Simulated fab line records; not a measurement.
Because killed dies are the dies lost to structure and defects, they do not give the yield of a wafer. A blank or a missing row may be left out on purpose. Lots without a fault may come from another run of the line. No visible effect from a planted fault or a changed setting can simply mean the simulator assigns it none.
fab line records	flow sky130
record lots=24	wafers=72	last-day=50
route steps=708 shown VT_ADJUST_NCORE@129 VT_ADJUST_HVTR@139 SONOS_TUNNEL@161 RES_PROTECT@215 POLY_GATE@230
lots untouched by any fault: they come from a run of this same line in which no faults occurred
start-h: hours from the record's first day to the start of the lot's first wafer shown	wait-h: time in hours since the lot's previous step	" unchanged from the row above	L1.1+2: several wafers, shown together as one row	- no value, or no start given	* or withheld: withheld	< > ~ a bound
route shown NAME@n: names a module that has steps shown in the file, with the first one's number in the route	usual: average and standard deviation across the fault-free wafers	same: alike in all rows	chamber/n: place in a boat	sites: the reading at each site	_std_site: standard deviation of those values	_edge_site: inner sites' mean taken away from outer sites' mean	radius-mm: how far each site lies from the wafer's centre	mask NAME#n: copy n	behind: tool/chamber where the wafer was last shaped	hold: why the lot went on hold/how many hours it stayed there/how the hold came to an end	device: which transistor (n, p or np) failed to switch	end of line: the same wafers' tests at the end of the route	step lacking rows: just its recipe	killed: at the first sort, the dies lost to defects and structure; wafer yield is something else	map: a wafer's dies, marking killed ones x, the rest . and places with no die _
set.NAME: setting as actually run; set.NAME@STEP: the setting as run at that earlier step	model.NAME: the simulator's own value behind a step, which no gauge read
the route's steps for a sample of lots (tables are steps, rows are wafers)
services: a tool's chamber out of use, with start hour (start-h, from the record's first day; less than 0 if before it), hours out, and reason
## steps
# step SKY_VT_ADJUST_NCORE_STRIP_10
# recipe chemistry=O2/N2	power-w=1400	pressure-mtorr=1500	platen-temp-c=withheld	o2-flow-sccm=3000	n2-flow-sccm=300	overash-fraction=0.5
# usual drypump-motor-current-A=5.6/0.44	oes-product-au=0.716/0.0048	strip-time-to-endpoint-s=14.20/0.04
lot.wafer	tool	chamber	start-h	wait-h	drypump-motor-current-A	oes-product-au	rf-hours-counter-h	strip-time-to-endpoint-s
L074.3	plasma-asher-03	1	183.43	0.1	5.9	0.721	-	14.17
L074.5	"	1	"	"	5.9	0.717	-	14.25
L074.6	"	0	"	"	6.5	0.713	-	14.17
L075.1	plasma-asher-01	0	192.44	0.1	5.9	0.715	38	14.28
L075.4	"	1	"	"	5.2	0.719	-	14.28
L075.6	"	0	"	"	5.8	0.730	-	14.24
L076.1	plasma-asher-01	1	200.25	0.1	5.2	0.714	39	14.22
L076.2	"	0	"	"	5.9	0.718	39	14.21
L076.6	"	0	"	"	5.9	0.716	-	14.17
L077.1	plasma-asher-01	0	204.34	0.1	5.9	0.713	40	14.23
L077.4	"	1	"	"	5.2	0.716	-	14.27
L077.5	"	1	"	"	5.2	0.707	-	14.22
L078.1	plasma-asher-01	1	211.59	0.1	5.2	0.719	40	14.16
L078.3	"	1	"	"	5.2	0.721	-	14.17
L078.6	"	0	"	"	5.8	0.717	-	14.15
L079.3	plasma-asher-02	1	218.04	0.1	5.1	0.715	-	14.18
L079.4	"	0	"	"	5.2	0.717	-	14.20
L079.5	"	0	"	"	5.2	0.719	-	14.22
L080.2	plasma-asher-01	0	225.64	0.1	5.8	0.717	42	14.15
L080.5	"	0	"	"	5.8	0.710	-	14.18
L080.6	"	1	"	"	5.2	0.717	-	14.19
L081.3	plasma-asher-02	0	230.94	0.1	5.2	0.725	-	14.10
L081.5	"	1	"	"	5.2	0.716	-	14.14
L081.6	"	0	"	"	5.2	0.715	-	14.13
L082.2	plasma-asher-03	0	235.20	0.1	6.5	0.714	10	14.25
L082.5	"	1	"	"	5.9	0.715	-	14.28
L082.6	"	0	"	"	6.5	0.716	-	14.26
L084.1	plasma-asher-01	0	249.80	0.1	5.9	0.715	45	14.16
L084.5	"	1	"	"	5.2	0.708	-	14.13
L084.6	"	0	"	"	5.9	0.719	-	14.18
L083.1	plasma-asher-03	1	254.89	0.1	5.9	0.709	11	14.21
L083.2	"	0	"	"	6.5	0.717	11	14.22
L083.4	"	0	"	"	6.5	0.717	-	14.21
L085.3	plasma-asher-01	1	257.79	0.1	5.2	0.707	-	14.16
L085.5	"	1	"	"	5.2	0.720	-	14.22
L085.6	"	0	"	"	5.9	0.716	-	14.25
L086.1	plasma-asher-01	0	264.50	0.1	5.8	0.726	46	14.14
L086.2	"	1	"	"	5.2	0.714	46	14.22
L086.4	"	0	"	"	5.9	0.711	-	14.17
L087.2	plasma-asher-03	0	273.50	0.1	6.5	0.707	13	14.24
L087.3	"	0	"	"	6.4	0.722	-	14.21
L087.5	"	1	"	"	5.8	0.714	-	14.19
L088.1	plasma-asher-01	1	279.45	0.1	5.2	0.719	48	14.22
L088.2	"	0	"	"	5.8	0.719	48	14.19
L088.4	"	0	"	"	5.8	0.712	-	14.18
L089.2	plasma-asher-01	0	286.15	0.1	5.9	0.718	48	14.26
L089.5	"	1	"	"	5.2	0.716	-	14.30
L089.6	"	0	"	"	5.9	0.718	-	14.28
L090.2	plasma-asher-03	1	295.20	0.1	5.8	0.708	16	14.24
L090.4	"	0	"	"	6.5	0.715	-	14.23
L090.5	"	0	"	"	6.5	0.712	-	14.27
L091.3	plasma-asher-02	0	301.14	0.1	5.2	0.713	-	14.13
L091.4	"	1	"	"	5.1	0.723	-	14.17
L091.5	"	1	"	"	5.1	0.710	-	14.17
L092.2	plasma-asher-02	1	308.65	0.1	5.2	0.717	60	14.20
L092.4	"	1	"	"	5.2	0.714	-	14.16
L092.6	"	1	"	"	5.1	0.717	-	14.21
L093.1	plasma-asher-01	0	314.30	0.1	5.8	0.707	51	14.21
L093.2	"	1	"	"	5.2	0.713	51	14.22
L093.6	"	0	"	"	5.9	0.715	-	14.19
L094.1	plasma-asher-02	0	316.79	0.1	5.2	0.721	61	14.20
L094.3	"	0	"	"	5.2	0.716	-	14.19
L094.6	"	0	"	"	5.2	0.715	-	14.24
L095.1	plasma-asher-02	1	325.49	0.1	5.1	0.712	62	14.18
L095.3	"	0	"	"	5.2	0.706	-	14.23
L095.5	"	0	"	"	5.2	0.716	-	14.18
L096.3	plasma-asher-01	1	338.69	0.1	5.2	0.720	-	14.17
L096.5	"	1	"	"	5.2	0.709	-	14.24
L096.6	"	0	"	"	5.8	0.716	-	14.23
L097.1	plasma-asher-02	1	342.65	0.1	5.1	0.719	64	14.20
L097.2	"	0	"	"	5.2	0.721	64	14.20
L097.5	"	1	"	"	5.1	0.724	-	14.14
# step SKY_VT_ADJUST_HVTR_OVL_MEAS_08
# usual VT_ADJUST_HVTR_OVL=1.2/1.4
lot.wafer	tool	chamber	start-h	wait-h	VT_ADJUST_HVTR_OVL[nm]
L074.3	overlay-02	-	204.28	0.1	1.1
L074.5	"	-	"	"	-0.1
L074.6	"	-	"	"	-0.7
L075.1	overlay-01	-	214.07	0.1	0.9
L075.4	"	-	"	"	1.9
L075.6	"	-	"	"	2.4
L076.1	overlay-02	-	222.29	0.1	-0.3
L076.2	"	-	"	"	-0.2
L076.6	"	-	"	"	0.7
L077.1	overlay-02	-	225.84	0.1	0.5
L077.4	"	-	"	"	2.9
L077.5	"	-	"	"	0.6
L078.1	overlay-02	-	232.97	0.1	2.3
L078.3	"	-	"	"	1.2
L078.6	"	-	"	"	1.6
L079.3	overlay-02	-	240.08	0.1	1.0
L079.4	"	-	"	"	0.7
L079.5	"	-	"	"	2.5
L080.2	overlay-02	-	247.91	0.1	1.3
L080.5	"	-	"	"	1.6
L080.6	"	-	"	"	-0.8
L081.3	overlay-01	-	253.23	0.1	4.4
L081.5	"	-	"	"	3.4
L081.6	"	-	"	"	2.7
L082.2	overlay-02	-	258.05	0.1	0.0
L082.5	"	-	"	"	-1.1
L082.6	"	-	"	"	0.5
L084.1	overlay-02	-	273.79	0.1	2.7
L084.5	"	-	"	"	3.3
L084.6	"	-	"	"	2.6
L083.1	overlay-01	-	279.81	0.1	1.1
L083.2	"	-	"	"	1.4
L083.4	"	-	"	"	1.5
L085.3	overlay-02	-	281.63	0.1	2.9
L085.5	"	-	"	"	2.9
L085.6	"	-	"	"	2.9
L086.1	overlay-02	-	287.84	0.1	1.2
L086.2	"	-	"	"	0.6
L086.4	"	-	"	"	1.6
L087.2	overlay-02	-	296.21	0.1	0.0
L087.3	"	-	"	"	1.2
L087.5	"	-	"	"	1.4
L088.1	overlay-02	-	301.46	0.1	2.7
L088.2	"	-	"	"	2.4
L088.4	"	-	"	"	2.7
L089.2	overlay-02	-	307.97	0.1	0.4
L089.5	"	-	"	"	2.5
L089.6	"	-	"	"	1.8
L090.2	overlay-01	-	319.96	0.1	1.5
L090.4	"	-	"	"	0.3
L090.5	"	-	"	"	-0.8
L091.3	overlay-01	-	326.85	0.1	1.2
L091.4	"	-	"	"	0.3
L091.5	"	-	"	"	-0.2
L092.2	overlay-02	-	335.37	0.1	1.8
L092.4	"	-	"	"	2.8
L092.6	"	-	"	"	2.1
L093.1	overlay-02	-	341.51	0.1	-0.8
L093.2	"	-	"	"	-2.3
L093.6	"	-	"	"	-0.2
L094.1	overlay-01	-	348.62	0.1	0.9
L094.3	"	-	"	"	0.2
L094.6	"	-	"	"	-0.6
L095.1	overlay-01	-	351.69	0.1	0.7
L095.3	"	-	"	"	2.0
L095.5	"	-	"	"	2.5
L096.3	overlay-01	-	366.08	0.1	0.5
L096.5	"	-	"	"	-0.4
L096.6	"	-	"	"	0.6
L097.1	overlay-02	-	370.26	0.1	0.7
L097.2	"	-	"	"	0.9
L097.5	"	-	"	"	0.3
# step SKY_SONOS_TUNNEL_CD_MEAS_07
# recipe target-cd-nm=410
# usual cd-nm=410.1/2.8
lot.wafer	tool	chamber	start-h	wait-h	cd-nm
L074.3	cd-sem-01	-	249.01	0.1	410.6
L074.5	"	-	"	"	411.9
L074.6	"	-	"	"	410.9
L075.1	cd-sem-02	-	260.25	0.1	410.2
L075.4	"	-	"	"	409.3
L075.6	"	-	"	"	409.7
L076.1	cd-sem-02	-	268.90	0.1	409.5
L076.2	"	-	"	"	409.9
L076.6	"	-	"	"	409.2
L077.1	cd-sem-02	-	272.90	0.1	406.4
L077.4	"	-	"	"	405.1
L077.5	"	-	"	"	405.2
L078.1	cd-sem-02	-	280.80	0.1	412.2
L078.3	"	-	"	"	412.2
L078.6	"	-	"	"	412.9
L079.3	cd-sem-01	-	288.94	0.1	410.9
L079.4	"	-	"	"	411.6
L079.5	"	-	"	"	411.4
L080.2	cd-sem-02	-	295.87	0.1	410.8
L080.5	"	-	"	"	413.3
L080.6	"	-	"	"	413.7
L081.3	cd-sem-01	-	300.54	0.1	415.1
L081.5	"	-	"	"	415.6
L081.6	"	-	"	"	414.9
L082.2	cd-sem-02	-	304.57	0.1	407.0
L082.5	"	-	"	"	406.2
L082.6	"	-	"	"	408.5
L084.1	cd-sem-02	-	323.10	0.1	409.0
L084.5	"	-	"	"	409.5
L084.6	"	-	"	"	409.0
L083.1	cd-sem-02	-	327.67	0.1	410.5
L083.2	"	-	"	"	411.2
L083.4	"	-	"	"	413.5
L085.3	cd-sem-02	-	330.21	0.1	408.6
L085.5	"	-	"	"	410.8
L085.6	"	-	"	"	410.1
L086.1	cd-sem-02	-	337.40	0.1	413.1
L086.2	"	-	"	"	414.8
L086.4	"	-	"	"	412.0
L087.2	cd-sem-02	-	346.44	0.1	410.9
L087.3	"	-	"	"	408.9
L087.5	"	-	"	"	406.9
L088.1	cd-sem-01	-	354.17	0.1	410.0
L088.2	"	-	"	"	408.5
L088.4	"	-	"	"	408.5
L089.2	cd-sem-02	-	361.67	0.1	410.1
L089.5	"	-	"	"	413.8
L089.6	"	-	"	"	411.1
L090.2	cd-sem-01	-	372.77	0.1	407.9
L090.4	"	-	"	"	409.0
L090.5	"	-	"	"	407.8
L091.3	cd-sem-02	-	381.51	0.1	404.7
L091.4	"	-	"	"	406.0
L091.5	"	-	"	"	408.4
L092.2	cd-sem-01	-	390.47	0.1	408.6
L092.4	"	-	"	"	408.8
L092.6	"	-	"	"	408.4
L093.1	cd-sem-02	-	398.12	0.1	414.6
L093.2	"	-	"	"	414.7
L093.6	"	-	"	"	414.7
L094.1	cd-sem-01	-	404.02	0.1	412.9
L094.3	"	-	"	"	413.5
L094.6	"	-	"	"	412.8
L095.1	cd-sem-01	-	409.87	0.1	413.7
L095.3	"	-	"	"	412.3
L095.5	"	-	"	"	412.8
L096.3	cd-sem-02	-	426.38	0.1	407.6
L096.5	"	-	"	"	409.1
L096.6	"	-	"	"	407.5
L097.1	cd-sem-01	-	429.10	0.1	406.1
L097.2	"	-	"	"	407.1
L097.5	"	-	"	"	407.8
# step SKY_RES_PROTECT_TW_MEAS_08
# usual POLY_GATE_TW=3996/44
lot.wafer	tool	chamber	start-h	wait-h	POLY_GATE_TW
L074.3	film-metro-03	-	333.76	0.1	4055
L074.5	"	-	"	"	4027
L074.6	"	-	"	"	4022
L075.1	film-metro-01	-	346.37	0.1	3984
L075.4	"	-	"	"	3983
L075.6	"	-	"	"	3953
L076.1	film-metro-02	-	388.64	0.1	3998
L076.2	"	-	"	"	4026
L076.6	"	-	"	"	4030
L077.1	film-metro-03	-	389.00	0.1	4055
L077.4	"	-	"	"	4041
L077.5	"	-	"	"	4044
L078.1	film-metro-01	-	389.30	0.1	3924
L078.3	"	-	"	"	3940
L078.6	"	-	"	"	3937
L079.3	film-metro-01	-	393.76	0.1	3927
L079.4	"	-	"	"	3932
L079.5	"	-	"	"	3934
L080.2	film-metro-01	-	394.05	0.1	3895
L080.5	"	-	"	"	3897
L080.6	"	-	"	"	3897
L082.2	film-metro-02	-	400.28	0.1	4003
L082.5	"	-	"	"	3992
L082.6	"	-	"	"	4024
L081.3	film-metro-01	-	400.59	0.1	3926
L081.5	"	-	"	"	3917
L081.6	"	-	"	"	3930
L084.1	film-metro-01	-	416.40	0.1	3983
L084.5	"	-	"	"	3984
L084.6	"	-	"	"	3978
L083.1	film-metro-01	-	422.05	0.1	3998
L083.2	"	-	"	"	3969
L083.4	"	-	"	"	3977
L085.3	film-metro-01	-	430.36	0.1	3974
L085.5	"	-	"	"	3991
L085.6	"	-	"	"	3968
L086.1	film-metro-03	-	435.75	0.1	4068
L086.2	"	-	"	"	4066
L086.4	"	-	"	"	4052
L087.2	film-metro-03	-	446.41	0.1	4050
L087.3	"	-	"	"	4073
L087.5	"	-	"	"	4068
L088.1	film-metro-01	-	452.39	0.1	3990
L088.2	"	-	"	"	3991
L088.4	"	-	"	"	3966
L089.2	film-metro-03	-	461.93	0.1	4051
L089.5	"	-	"	"	4054
L089.6	"	-	"	"	4037
L090.2	film-metro-02	-	474.91	0.1	3993
L090.4	"	-	"	"	3983
L090.5	"	-	"	"	3981
L091.3	film-metro-03	-	482.14	0.1	4031
L091.4	"	-	"	"	4020
L091.5	"	-	"	"	4025
L092.2	film-metro-03	-	492.56	0.1	4044
L092.4	"	-	"	"	4041
L092.6	"	-	"	"	4047
L093.1	film-metro-03	-	503.27	0.1	4010
L093.2	"	-	"	"	4013
L093.6	"	-	"	"	4026
L094.1	film-metro-02	-	508.65	0.1	4015
L094.3	"	-	"	"	3980
L094.6	"	-	"	"	3981
L095.1	film-metro-03	-	513.29	0.1	4033
L095.3	"	-	"	"	4020
L095.5	"	-	"	"	4032
L096.3	film-metro-01	-	528.91	0.1	3993
L096.5	"	-	"	"	3974
L096.6	"	-	"	"	3990
L097.1	film-metro-02	-	532.92	0.1	4019
L097.2	"	-	"	"	4003
L097.5	"	-	"	"	4002
# step SKY_POLY_GATE_ETCH_16
# recipe stop-on=poly-Si	chemistry=CH3F/O2	target=Si3N4	source-w=400	bias-w=80	pressure-mtorr=25	ch3f-flow-sccm=40	O2_flow_sccm=30	time-s=147.5	target-depth-a=750
# usual drypump-motor-current-A=5.7/0.51	oes-product-au=0.639/0.0053	throttle-valve-pct=10.536/0.0084
lot.wafer	tool	chamber	start-h	wait-h	drypump-motor-current-A	oes-product-au	rf-hours-counter-h	throttle-valve-pct
L074.3	rie-diel-02	1	361.36	0.0	6.0	0.639	1	10.535
L074.5	"	0	"	"	4.9	0.637	-	10.519
L074.6	"	3	"	"	6.3	0.639	-	10.546
L075.1	rie-diel-04	2	374.79	0.0	5.2	0.630	10	10.541
L075.4	"	1	"	"	6.1	0.637	7	10.539
L075.6	"	2	"	"	5.2	0.635	-	10.534
L076.1	rie-diel-02	2	420.29	0.0	5.2	0.647	10	10.535
L076.2	"	1	"	"	6.0	0.640	1	10.532
L076.6	"	1	"	"	6.0	0.647	-	10.538
L077.1	rie-diel-04	2	420.46	0.0	5.2	0.638	11	10.552
L077.4	"	0	"	"	5.1	0.638	6	10.521
L077.5	"	1	"	"	6.1	0.636	-	10.533
L078.1	rie-diel-01	1	420.93	0.0	5.2	0.642	7	10.532
L078.3	"	0	"	"	6.2	0.635	14	10.547
L078.6	"	3	"	"	5.9	0.637	-	10.533
L079.3	rie-diel-04	1	430.61	0.0	6.1	0.635	8	10.533
L079.4	"	0	"	"	5.1	0.638	7	10.543
L079.5	"	0	"	"	5.1	0.633	-	10.539
L080.2	rie-diel-01	0	430.96	0.0	6.2	0.646	14	10.533
L080.5	"	2	"	"	6.4	0.636	-	10.524
L080.6	"	1	"	"	5.2	0.630	-	10.551
L082.2	rie-diel-02	3	435.68	0.0	6.3	0.633	0	10.548
L082.5	"	0	"	"	4.9	0.632	-	10.537
L082.6	"	1	"	"	6.0	0.646	-	10.560
L081.3	rie-diel-04	0	436.96	0.0	5.1	0.638	7	10.543
L081.5	"	2	"	"	5.2	0.640	-	10.553
L081.6	"	3	"	"	5.6	0.630	-	10.536
L084.1	rie-diel-02	2	449.99	0.0	5.2	0.631	11	10.536
L084.5	"	3	"	"	6.3	0.643	-	10.525
L084.6	"	1	"	"	6.0	0.632	-	10.533
L083.1	rie-diel-02	2	456.43	0.0	5.2	0.642	11	10.535
L083.2	"	3	"	"	6.3	0.637	1	10.528
L083.4	"	2	"	"	5.2	0.636	-	10.505
L085.3	rie-diel-01	1	462.89	0.0	5.2	0.642	7	10.525
L085.5	"	1	"	"	5.2	0.639	-	10.537
L085.6	"	2	"	"	6.4	0.640	-	10.550
L086.1	rie-diel-01	0	468.09	0.0	6.2	0.642	15	10.529
L086.2	"	3	"	"	6.0	0.639	11	10.541
L086.4	"	1	"	"	5.1	0.645	8	10.538
L087.2	rie-diel-02	1	479.61	0.0	6.0	0.635	3	10.535
L087.3	"	3	"	"	6.3	0.642	2	10.533
L087.5	"	2	"	"	5.2	0.637	-	10.535
L088.1	rie-diel-01	2	483.78	0.0	6.4	0.636	40	10.538
L088.2	"	3	"	"	6.0	0.633	12	10.522
L088.4	"	0	"	"	6.2	0.639	15	10.533
L089.2	rie-diel-01	2	494.08	0.0	6.4	0.643	40	10.542
L089.5	"	2	"	"	6.4	0.643	-	10.527
L089.6	"	0	"	"	6.2	0.647	-	10.516
L090.2	rie-diel-02	1	507.68	0.0	6.0	0.641	4	10.530
L090.4	"	2	"	"	5.2	0.638	12	10.549
L090.5	"	1	"	"	6.0	0.634	-	10.534
L091.3	rie-diel-04	1	513.76	0.0	6.1	0.642	9	10.535
L091.4	"	2	"	"	5.2	0.643	13	10.536
L091.5	"	0	"	"	5.1	0.642	-	10.537
L092.2	rie-diel-02	1	524.78	0.0	6.0	0.633	4	10.533
L092.4	"	0	"	"	4.9	0.646	5	10.548
L092.6	"	3	"	"	6.3	0.638	-	10.544
L093.1	rie-diel-04	3	535.81	0.0	5.6	0.644	3	10.532
L093.2	"	0	"	"	5.1	0.641	9	10.541
L093.6	"	1	"	"	6.1	0.641	-	10.530
L094.1	rie-diel-04	1	540.41	0.0	6.1	0.636	10	10.538
L094.3	"	3	"	"	5.6	0.630	3	10.519
L094.6	"	0	"	"	5.1	0.642	-	10.551
L095.1	rie-diel-02	3	545.26	0.0	6.3	0.649	3	10.529
L095.3	"	0	"	"	4.9	0.644	6	10.542
L095.5	"	1	"	"	6.0	0.636	-	10.532
L096.3	rie-diel-04	2	559.73	0.0	5.2	0.638	14	10.538
L096.5	"	2	"	"	5.2	0.640	-	10.537
L096.6	"	3	"	"	5.6	0.644	-	10.550
L097.1	rie-diel-04	3	564.58	0.0	5.6	0.648	4	10.532
L097.2	"	1	"	"	6.1	0.644	11	10.522
L097.5	"	3	"	"	5.6	0.649	-	10.538
# step SKY_POLY_GATE_STRIP_18
# recipe chemistry=O2/N2	power-w=1400	pressure-mtorr=1500	platen-temp-c=withheld	o2-flow-sccm=3000	n2-flow-sccm=300	overash-fraction=0.5
# usual drypump-motor-current-A=5.9/0.44	oes-product-au=0.360/0.0055	strip-time-to-endpoint-s=3.16/0.039
lot.wafer	tool	chamber	start-h	wait-h	drypump-motor-current-A	oes-product-au	rf-hours-counter-h	strip-time-to-endpoint-s
L074.3	plasma-asher-04	1	361.55	0.1	6.0	0.361	-	3.18
L074.5	"	0	"	"	6.0	0.368	-	3.13
L074.6	"	1	"	"	6.0	0.364	-	3.11
L075.1	plasma-asher-02	0	374.94	0.0	5.2	0.362	67	3.26
L075.4	"	0	"	"	5.2	0.367	-	3.16
L075.6	"	0	"	"	5.2	0.362	-	3.23
L076.1	plasma-asher-03	1	420.44	0.0	5.9	0.357	26	3.17
L076.2	"	0	"	"	6.5	0.358	26	3.13
L076.6	"	0	"	"	6.5	0.364	-	3.18
L077.1	plasma-asher-04	1	420.61	0.0	6.0	0.362	73	3.23
L077.4	"	0	"	"	6.0	0.360	-	3.13
L077.5	"	1	"	"	6.0	0.360	-	3.19
L078.1	plasma-asher-02	1	421.09	0.0	5.2	0.365	72	3.12
L078.3	"	0	"	"	5.2	0.361	-	3.13
L078.6	"	1	"	"	5.2	0.359	-	3.08
L079.3	plasma-asher-04	0	430.80	0.1	6.0	0.350	-	3.16
L079.4	"	1	"	"	6.0	0.358	-	3.16
L079.5	"	0	"	"	6.0	0.349	-	3.11
L080.2	plasma-asher-03	0	431.11	0.0	6.5	0.359	27	3.14
L080.5	"	1	"	"	5.9	0.356	-	3.11
L080.6	"	0	"	"	6.5	0.357	-	3.11
L082.2	plasma-asher-04	1	435.84	0.0	6.0	0.358	76	3.15
L082.5	"	0	"	"	6.0	0.364	-	3.14
L082.6	"	1	"	"	6.0	0.356	-	3.17
L081.3	plasma-asher-02	0	437.17	0.1	5.2	0.360	-	3.14
L081.5	"	1	"	"	5.2	0.367	-	3.22
L081.6	"	0	"	"	5.2	0.363	-	3.17
L084.1	plasma-asher-03	0	450.14	0.0	6.5	0.371	29	3.17
L084.5	"	0	"	"	6.5	0.352	-	3.17
L084.6	"	1	"	"	5.9	0.359	-	3.19
L083.1	plasma-asher-04	1	456.59	0.0	6.0	0.354	77	3.14
L083.2	"	0	"	"	6.0	0.359	77	3.13
L083.4	"	0	"	"	6.0	0.366	-	3.14
L085.3	plasma-asher-02	1	463.07	0.1	5.1	0.361	-	3.10
L085.5	"	0	"	"	5.2	0.361	-	3.09
L085.6	"	1	"	"	5.2	0.349	-	3.10
L086.1	plasma-asher-04	0	468.24	0.0	6.0	0.356	79	3.14
L086.2	"	1	"	"	6.0	0.357	79	3.11
L086.4	"	0	"	"	6.0	0.363	-	3.09
L087.2	plasma-asher-02	1	479.76	0.0	5.1	0.358	5	3.16
L087.3	"	1	"	"	5.1	0.361	-	3.18
L087.5	"	0	"	"	5.2	0.363	-	3.17
L088.1	plasma-asher-04	0	483.94	0.0	6.0	0.352	80	3.11
L088.2	"	1	"	"	6.0	0.369	80	3.14
L088.4	"	1	"	"	6.0	0.367	-	3.18
L089.2	plasma-asher-04	1	494.24	0.0	6.0	0.367	81	3.20
L089.5	"	0	"	"	6.0	0.352	-	3.14
L089.6	"	1	"	"	6.0	0.369	-	3.22
L090.2	plasma-asher-04	1	507.84	0.0	6.0	0.358	82	3.21
L090.4	"	0	"	"	5.9	0.360	-	3.24
L090.5	"	0	"	"	5.9	0.366	-	3.23
L091.3	plasma-asher-02	0	513.95	0.1	5.2	0.359	-	3.12
L091.4	"	1	"	"	5.2	0.360	-	3.19
L091.5	"	0	"	"	5.2	0.359	-	3.12
L092.2	plasma-asher-03	1	524.94	0.0	5.8	0.358	37	3.18
L092.4	"	1	"	"	5.9	0.357	-	3.12
L092.6	"	1	"	"	5.9	0.366	-	3.13
L093.1	plasma-asher-03	0	535.96	0.0	6.5	0.357	38	3.10
L093.2	"	1	"	"	5.8	0.368	38	3.14
L093.6	"	0	"	"	6.5	0.357	-	3.14
L094.1	plasma-asher-03	1	540.56	0.0	5.9	0.354	38	3.13
L094.3	"	1	"	"	5.9	0.356	-	3.12
L094.6	"	0	"	"	6.5	0.373	-	3.13
L095.1	plasma-asher-04	0	545.41	0.0	6.0	0.351	86	3.12
L095.3	"	0	"	"	6.0	0.369	-	3.16
L095.5	"	1	"	"	6.0	0.370	-	3.20
L096.3	plasma-asher-03	0	559.92	0.1	6.5	0.372	-	3.25
L096.5	"	1	"	"	5.9	0.355	-	3.23
L096.6	"	0	"	"	6.5	0.354	-	3.19
L097.1	plasma-asher-03	0	564.74	0.0	6.5	0.365	41	3.14
L097.2	"	1	"	"	5.9	0.360	41	3.19
L097.5	"	1	"	"	5.9	0.362	-	3.20
## services
tool	chamber	start-h	hours	kind
rie-diel-02	3	186.21	5.6	repair
plasma-asher-03	-	212.11	17.1	repair
plasma-asher-02	-	270.27	10.1	repair
rie-diel-01	-	273.63	14.6	pm
plasma-asher-03	-	301.46	10.7	repair
plasma-asher-02	-	321.00	0.9	repair
rie-diel-02	-	321.55	14.6	pm
plasma-asher-03	-	331.70	2.5	repair
rie-diel-01	-	336.91	0.6	repair
rie-diel-02	-	384.55	4.3	pm
plasma-asher-03	-	400.81	2.1	repair
rie-diel-02	-	411.46	2.8	pm
plasma-asher-02	-	421.25	9.0	pm
plasma-asher-02	0	421.25	9.0	vent-cycle
plasma-asher-02	1	421.25	9.0	vent-cycle
rie-diel-04	1	421.83	4.1	repair
plasma-asher-01	-	427.86	0.8	repair
rie-diel-02	0	441.23	26.1	repair
rie-diel-01	-	443.82	15.6	pm
rie-diel-04	2	475.46	6.5	repair
rie-diel-04	3	480.83	5.4	repair
rie-diel-01	1	492.26	5.4	repair
plasma-asher-04	-	547.84	2.8	pm
rie-diel-04	-	561.43	0.2	repair
## key
fault none
